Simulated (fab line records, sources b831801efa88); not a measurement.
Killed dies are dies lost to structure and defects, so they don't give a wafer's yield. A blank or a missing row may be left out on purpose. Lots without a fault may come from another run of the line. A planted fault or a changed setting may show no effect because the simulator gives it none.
Which tool did it? | flow sfq_line | 6 lots, 18 wafers sampled, at 3 steps of a route of 325

WHAT THE GAUGES READ, wafer by wafer
SFQ_I3_OVL_MEAS_923.
lot  | measured     | on         | I3_OVL (nm)
L891 | day 43 06:29 | overlay-01 | 1 1 1
L893 | day 44 09:53 | overlay-01 | -6 2 -9
L898 | day 46 05:04 | overlay-02 | 7 9 10
L901 | day 47 09:41 | overlay-02 | -3 -3 -9
L909 | day 49 07:13 | overlay-01 | 1 6 -1
L912 | day 51 01:20 | overlay-01 | -7 -2 -4

WHICH TOOL RAN EACH LOT (tool, then ch and the chambers of the sampled wafers, then the start)
lot  | SFQ_TRILAYER_I3_METRO_MEASURE_083 | SFQ_TRILAYER_I3_VIA_LITHO_COAT_090
L891 | film_metro-04, day 37 01:10       | litho_track-01 ch 0, day 37 02:22
L893 | film_metro-03, day 37 21:29       | litho_track-03 ch 0, day 37 22:32
L898 | film_metro-02, day 39 13:55       | litho_track-02 ch 0, day 39 15:07
L901 | film_metro-03, day 40 19:52       | litho_track-02 ch 0, day 40 21:04
L909 | film_metro-03, day 42 20:29       | litho_track-03 ch 0, day 42 21:32
L912 | film_metro-02, day 44 16:04       | litho_track-03 ch 0, day 44 17:16
- SFQ_TRILAYER_I3_METRO_MEASURE_083
- SFQ_TRILAYER_I3_VIA_LITHO_COAT_090: resist thk 62 nm.

THE ANSWER, worked out from the rows above alone
Rule: what is usual is taken from the lots themselves. Put in order of their means at a reading, lots are off if they are a third of the lots or fewer, leave a main group of 4 or more, and stand apart from it by a gap of 3 or more times the standard deviation of the main group's means; of several such gaps the widest counts. A main group whose means are all the same, to the digits that the tables above print for the reading, isn't used. A lot without any number at a reading at which 4 lots or more have one is off too. The other lots that the step has rows for count as sound.
No lot is off at any reading shown: from this, nothing can be told.

WHAT THE SIMULATOR HAD PUT IN
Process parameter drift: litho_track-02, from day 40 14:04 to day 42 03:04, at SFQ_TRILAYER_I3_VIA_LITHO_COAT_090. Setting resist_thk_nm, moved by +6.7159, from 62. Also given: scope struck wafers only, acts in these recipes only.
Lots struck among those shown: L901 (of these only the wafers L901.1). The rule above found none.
